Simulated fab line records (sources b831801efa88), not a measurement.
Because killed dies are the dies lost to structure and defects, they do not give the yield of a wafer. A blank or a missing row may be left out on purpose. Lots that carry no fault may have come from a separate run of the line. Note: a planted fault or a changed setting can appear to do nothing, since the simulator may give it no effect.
Tool commonality check + flow gf180mcu + Sampled: 11 lots, 32 wafers

## THE REASON FOR OPENING IT
Of 11 lots, 3 have the reading M3_ALCU_RS flagged at GF_M3_RS_MEAS_05. Wafers without a fault read 0.0694 ohm/sq, standard deviation 0.00073.
Rule: flag the lot when none of its wafers has a number, or when each of its wafers that has one lies beyond 4 standard deviations from that mean. The other lots count as sound.

| lot  | measured     | on           | M3_ALCU_RS (ohm/sq), wafer by wafer | flag    |
|------|--------------|--------------|-------------------------------------|---------|
| L723 | day 21 15:58 | filmMetro-02 | 0.0690 0.0683 0.0682                |         |
| L726 | day 22 11:07 | filmMetro-03 | 0.0685 0.0686 0.0687                |         |
| L729 | day 23 08:37 | filmMetro-02 | 0.0679 0.0694 0.0681                |         |
| L731 | day 24 04:06 | filmMetro-03 | 0.0703 0.0696 0.0699                |         |
| L735 | day 25 09:02 | filmMetro-04 | 7.0874 7.0950 7.1110                | FLAGGED |
| L736 | day 25 17:52 | filmMetro-03 | 7.1438 7.1732 7.2092                | FLAGGED |
| L737 | day 26 05:02 | filmMetro-04 | 7.2094 7.2759 7.2335                | FLAGGED |
| L739 | day 26 12:59 | filmMetro-04 | 0.0691 0.0701 0.0695                |         |
| L742 | day 27 07:09 | filmMetro-03 | 0.0700 0.0700 0.0701                |         |
| L743 | day 27 10:33 | filmMetro-02 | 0.0687 0.0688                       |         |
| L744 | day 27 12:13 | filmMetro-02 | 0.0698 0.0690 0.0691                |         |
On average the flagged lots read 7.1709 ohm/sq, which is +7.1015 ohm/sq against the usual, or +99 or more standard deviations.

## WHICH TOOL EACH LOT WENT THROUGH
Before the reading, the record contains 3 process steps out of a 602-step route. In each cell: the tool, then ch and the chambers that the sampled wafers went through, then the start.
| lot  | flag    | GF_M2_SPUTTER_03            | GF_V2_ETCH_16                     | GF_M3_SPUTTER_02            |
|------|---------|-----------------------------|-----------------------------------|-----------------------------|
| L723 |         | pvdSputter-02, day 19 13:21 | rieDiel-03 ch 1,2,3, day 21 14:23 | pvdSputter-02, day 21 15:53 |
| L726 |         | pvdSputter-03, day 20 08:28 | rieDiel-01 ch 0,1,3, day 22 09:32 | pvdSputter-01, day 22 11:01 |
| L729 |         | pvdSputter-04, day 21 06:51 | rieDiel-03 ch 0,3, day 23 07:02   | pvdSputter-04, day 23 08:31 |
| L731 |         | pvdSputter-03, day 22 02:19 | rieDiel-03 ch 0,1,2, day 24 02:20 | pvdSputter-01, day 24 04:01 |
| L735 | FLAGGED | pvdSputter-04, day 23 09:38 | rieDiel-04 ch 1,2, day 25 07:11   | pvdSputter-01, day 25 08:56 |
| L736 | FLAGGED | pvdSputter-02, day 23 20:10 | rieDiel-01 ch 0,2,3, day 25 16:14 | pvdSputter-02, day 25 17:45 |
| L737 | FLAGGED | pvdSputter-02, day 24 06:52 | rieDiel-01 ch 0,3, day 26 03:17   | pvdSputter-04, day 26 04:53 |
| L739 |         | pvdSputter-04, day 24 14:00 | rieDiel-03 ch 1,2, day 26 11:23   | pvdSputter-04, day 26 12:52 |
| L742 |         | pvdSputter-02, day 25 10:16 | rieDiel-03 ch 0,1,2, day 27 05:32 | pvdSputter-02, day 27 07:01 |
| L743 |         | pvdSputter-02, day 25 14:38 | rieDiel-04 ch 1,3, day 27 08:50   | pvdSputter-02, day 27 10:28 |
| L744 |         | pvdSputter-03, day 25 16:13 | rieDiel-01 ch 0,1, day 27 10:26   | pvdSputter-04, day 27 12:04 |
These steps, and what they do:
- GF_M2_SPUTTER_03: material Ti, target thk 10 nm, time 6.7 s.
- GF_V2_ETCH_16: etches BARC in N2/H2.
- GF_M3_SPUTTER_02: material AlCu, target thk 450 nm, time 23.9 s.
- GF_M3_RS_MEAS_05: measures by four-point-probe.

## FLAGGED AGAINST TOTAL, ONE TOOL AT A TIME (gauges that did the reading follow at the end)
| step             | tool          | lots run | flagged | share of the flagged lots | sound lots run after its first flagged lot |
|------------------|---------------|----------|---------|---------------------------|--------------------------------------------|
| GF_M2_SPUTTER_03 | pvdSputter-02 | 5        | 2       | some                      | 2 (L742,L743)                              |
| GF_M2_SPUTTER_03 | pvdSputter-03 | 3        | 0       | none                      | -                                          |
| GF_M2_SPUTTER_03 | pvdSputter-04 | 3        | 1       | some                      | 1 (L739)                                   |
| GF_V2_ETCH_16    | rieDiel-01    | 4        | 2       | some                      | 1 (L744)                                   |
| GF_V2_ETCH_16    | rieDiel-03    | 5        | 0       | none                      | -                                          |
| GF_V2_ETCH_16    | rieDiel-04    | 2        | 1       | some                      | 1 (L743)                                   |
| GF_M3_SPUTTER_02 | pvdSputter-01 | 3        | 1       | some                      | 0                                          |
| GF_M3_SPUTTER_02 | pvdSputter-02 | 4        | 1       | some                      | 2 (L742,L743)                              |
| GF_M3_SPUTTER_02 | pvdSputter-04 | 4        | 1       | some                      | 2 (L739,L744)                              |
| GF_M3_RS_MEAS_05 | filmMetro-02  | 4        | 0       | none                      | -                                          |
| GF_M3_RS_MEAS_05 | filmMetro-03  | 4        | 1       | some                      | 1 (L742)                                   |
| GF_M3_RS_MEAS_05 | filmMetro-04  | 3        | 2       | some                      | 1 (L739)                                   |

## THE TABLE: WHAT IT ALLOWS
No row of the table ran every flagged lot.

## WHAT THE SIMULATOR HAD PUT IN
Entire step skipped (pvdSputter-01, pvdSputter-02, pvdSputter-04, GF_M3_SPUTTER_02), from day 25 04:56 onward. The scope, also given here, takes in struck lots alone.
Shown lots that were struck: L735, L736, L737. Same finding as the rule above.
